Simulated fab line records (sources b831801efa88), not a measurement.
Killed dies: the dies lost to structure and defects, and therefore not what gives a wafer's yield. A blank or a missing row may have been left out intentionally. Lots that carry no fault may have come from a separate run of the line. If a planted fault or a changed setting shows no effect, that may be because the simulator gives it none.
Comparing a struck lot with a sound one :: flow sky130 :: 44 out of 708 route steps
Sound: the wafers L551.1, L551.5, L551.6. Struck: wafers L571.2, L571.3, L571.5. At the end, the cause is stated.
For every step that has rows: the tool of each side, followed by ch and its chambers, followed by its first start. Under that, the readings that differ: sound wafers :: struck wafers :: difference of the means :: sigmas: that difference in standard deviations of wafers without a fault.
alike: readings whose means differ by less than 2 such deviations, and words and numbers that are the same on both sides. not compared: withheld readings, readings that some wafer has no value for, bounds like >300 that may hide the same value, and numbers for which the record gives no deviation and whose values overlap.
The two part at a step that has a row with sigmas, a row that says differs or no value, or rows on one side only. Non-overlapping numbers with no deviation appear without sigmas and do not part them. A reading missing from all wafers of one side parts the sides only when that side holds two or more wafers.

first, 6 steps without rows for these wafers: SKY_LDD_HVP_HMDS_01 (prime time 60 s); SKY_LDD_HVP_COAT_02 (resist thk 300 nm); SKY_LDD_HVP_SOFTBAKE_03 (time 60 s); SKY_LDD_HVP_EXPOSE_04 (exposes mask HVPTM, target cd 700 nm); SKY_LDD_HVP_PEB_05; SKY_LDD_HVP_DEVELOP_06 (develop time 60 s).
SKY_LDD_HVP_OVL_MEAS_07:
  sound: overlay-02 at day 22 10:31; struck: overlay-02 at day 29 03:40
  alike: LDD_HVP_OVL
then, 1 step without rows for these wafers: SKY_LDD_HVP_IMPLANT_08.
SKY_LDD_HVP_STRIP_09: strips in O2/N2.
  sound on plasma-asher-03 ch 0,1, day 22 10:42; struck on plasma-asher-03 ch 0,1, day 29 03:51
  alike: drypump-motor-current-A, oes-product-au, strip-time-to-endpoint-s
  not compared: rf-hours-counter-h
SKY_LDD_HVP_TW_MEAS_10:
  sound: film-metro-03 at day 22 10:48; struck: film-metro-01 at day 29 03:58
  alike: LDD_HVP_TW
then, 2 steps without rows for these wafers: SKY_LDD_LDN_DEHYDRATE_00 (time 60 s); SKY_LDD_LDN_HMDS_01 (prime time 60 s).
SKY_LDD_LDN_COAT_02: resist thk 1140 nm.
  struck on litho-track-04, day 29 18:23; sound on litho-track-03 ch 0, day 23 01:43
  no value came back on the struck wafers for chill-plate-temp-C (C), dispense-pressure-kPa (kPa), spin-speed-rpm (rpm); on the sound wafers chill-plate-temp-C (C) reads 23.07 23.14 23.06
then, 4 steps without rows for these wafers: SKY_LDD_LDN_SOFTBAKE_03 (time 60 s); SKY_LDD_LDN_EXPOSE_04 (exposes mask LDNTM, target cd 700 nm); SKY_LDD_LDN_PEB_05; SKY_LDD_LDN_DEVELOP_06 (develop time 60 s).
SKY_LDD_LDN_OVL_MEAS_07:
  sound: overlay-01 at day 23 17:13; struck: overlay-02 at day 30 08:13
reading: LDD_LDN_OVL (nm)
sound: 0.8 -1.0 0.0
struck: - - -
difference: no value on the struck wafers
sigmas: 
then, 4 steps without rows for these wafers: SKY_LDD_LDN_IMPLANT_08; SKY_LDD_LDN_IMPLANT_09; SKY_LDD_LDN_IMPLANT_10; SKY_LDD_LDN_IMPLANT_11.
SKY_LDD_LDN_STRIP_12: strips in O2/N2.
  sound on plasma-asher-02 ch 0,1, day 23 17:50; struck on plasma-asher-02 ch 0,1, day 30 08:50
  no value came back on the struck wafers for oes-product-au (a.u.), strip-time-to-endpoint-s (s); on the sound wafers oes-product-au (a.u.) reads 0.718 0.719 0.714
  alike: drypump-motor-current-A
  not compared: rf-hours-counter-h
SKY_LDD_LDN_TW_MEAS_13:
  sound: film-metro-01 at day 23 17:56; struck: film-metro-02 at day 30 08:57
  alike: LDD_LDN_TW
then, 2 steps without rows for these wafers: SKY_LDD_LDN_CLEAN_14 (cleans in SC1/SC2, time 150 s); SKY_SPACER_CVD_00 (deposits Si3N4 from DCS/NH3, target thk 43.1 nm, time 740 s).
SKY_SPACER_THK_MEAS_01:
  sound: film-metro-04 at day 23 19:50; struck: film-metro-03 at day 30 11:27
  alike: SPACER_CVD_00_THK
then, 9 steps without rows for these wafers: SKY_SPACER_ETCHBACK_02 (etches Si3N4 in CH3F/O2, stops on SiO2, time 46.7 s, target depth 45 nm); SKY_POLY_CUT_DEHYDRATE_00 (time 60 s); SKY_POLY_CUT_HMDS_01 (prime time 60 s); SKY_POLY_CUT_COAT_02 (resist thk 60 nm); SKY_POLY_CUT_COAT_03 (resist thk 450 nm); SKY_POLY_CUT_SOFTBAKE_04 (time 90 s); SKY_POLY_CUT_EXPOSE_05 (exposes mask NPCM, target cd 270 nm); SKY_POLY_CUT_PEB_06; SKY_POLY_CUT_DEVELOP_07 (develop time 60 s).
SKY_POLY_CUT_CD_MEAS_08: the cd target is 270 nm.
  sound: cd-sem-02 at day 25 01:35; struck: cd-sem-02 at day 31 15:26
  alike: cd-nm
SKY_POLY_CUT_OVL_MEAS_09:
  sound: overlay-02 at day 25 01:43; struck: overlay-02 at day 31 15:32
  alike: POLY_CUT_OVL
SKY_POLY_CUT_ETCH_10: etches BARC in N2/H2, stops on SiO2, time 45.9 s, target depth 60 nm.
  sound on rie-diel-01 ch 2,3, day 25 01:44; struck on rie-diel-02 ch 0,1,3, day 31 15:34
reading: drypump-motor-current-A (A)
sound: 6.7 5.7 6.7
struck: 5.1 5.4 5.6
difference: -1.0
sigmas: -2
  alike: oes-product-au, throttle-valve-pct
  not compared: rf-hours-counter-h
SKY_POLY_CUT_ETCH_11: etches Si3N4 in CF4/CH2F2/Ar, stops on poly-Si, time 42.5 s, target depth 60 nm.
  sound on rie-diel-01 ch 2,3, day 25 01:47; struck on rie-diel-02 ch 0,1,3, day 31 15:37
reading: drypump-motor-current-A (A)
sound: 6.7 5.7 6.6
struck: 5.1 5.3 5.7
difference: -1.0
sigmas: -2
  alike: oes-product-au, throttle-valve-pct
  not compared: rf-hours-counter-h
SKY_POLY_CUT_STRIP_12: strips in O2/N2.
  sound on plasma-asher-01 ch 0,1, day 25 01:49; struck on plasma-asher-02 ch 0,1, day 31 15:39
  alike: drypump-motor-current-A, oes-product-au, strip-time-to-endpoint-s
  not compared: rf-hours-counter-h
then, 1 step without rows for these wafers: SKY_SD_P_DEHYDRATE_00 (time 60 s).
-- record jumps: 2 days separate the struck wafers' starts on either side; left off in module SD_P, taken up again in module RES_XHIGH, whose first shown step is the route's number 341 --
SKY_RES_XHIGH_TW_MEAS_09:
  sound: film-metro-04 at day 27 12:11; struck: film-metro-03 at day 33 22:34
reading: RES_XHIGH_TW
sound: 1638 1645 1640
struck: 1904 1905 1901
difference: +262
sigmas: +22
-- record jumps: 17 days separate the struck wafers' starts on either side; left off in module RES_XHIGH, taken up again in module PAD_OPEN, whose first shown step is the route's number 708 --
SKY_PAD_OPEN_PROBE_99:
  sound: prober-01 at day 46 18:50; struck: prober-02 at day 51 03:02
reading: model.etest.pfet_01v8.r-on-ohm-um
sound: 3063 3020 2954
struck: 7044 7239 7178
difference: +4141
sigmas: 

reading: model.etest.tip_p_5v.rs-ohm-sq
sound: 2823 2847 2843
struck: 6830 6749 6779
difference: +3948
sigmas: 

reading: model.etest.tip_n_5v.rs-ohm-sq
sound: 1401 1385 1382
struck: 1000 989.8 993.2
difference: -395
sigmas: 

reading: model.etest.pfet_01v8.drive-ua-um
sound: 180.6 182.3 189.1
struck: 76.95 74.63 75.47
difference: -108.32
sigmas: 

reading: model.etest.pfet_01v8_hvt.drive-ua-um
sound: 131.8 136.8 138.5
struck: 52.95 50.65 51.53
difference: -83.99
sigmas: 

reading: model.etest.tip_p_5v.rs-ohm-sq-range
sound: 87.67 97.06 48
struck: 107.8 202.1 217.7
difference: +98.3
sigmas: 

reading: model.etest.sram-pfet-latch.drive-ua-um
sound: 130 133.9 136.6
struck: 51.78 50.73 48.16
difference: -83.28
sigmas: 
  not compared: model.etest.pfet-g5v0d10v5.r-on-ohm-um

## WHERE THEY PART
First at SKY_LDD_LDN_COAT_02; last, within this record, at SKY_RES_XHIGH_TW_MEAS_09.

WHY: the cause the simulator had injected
At SKY_LDD_LDN_COAT_02, the step was skipped entirely on litho-track-04 from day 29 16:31 on. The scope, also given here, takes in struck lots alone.
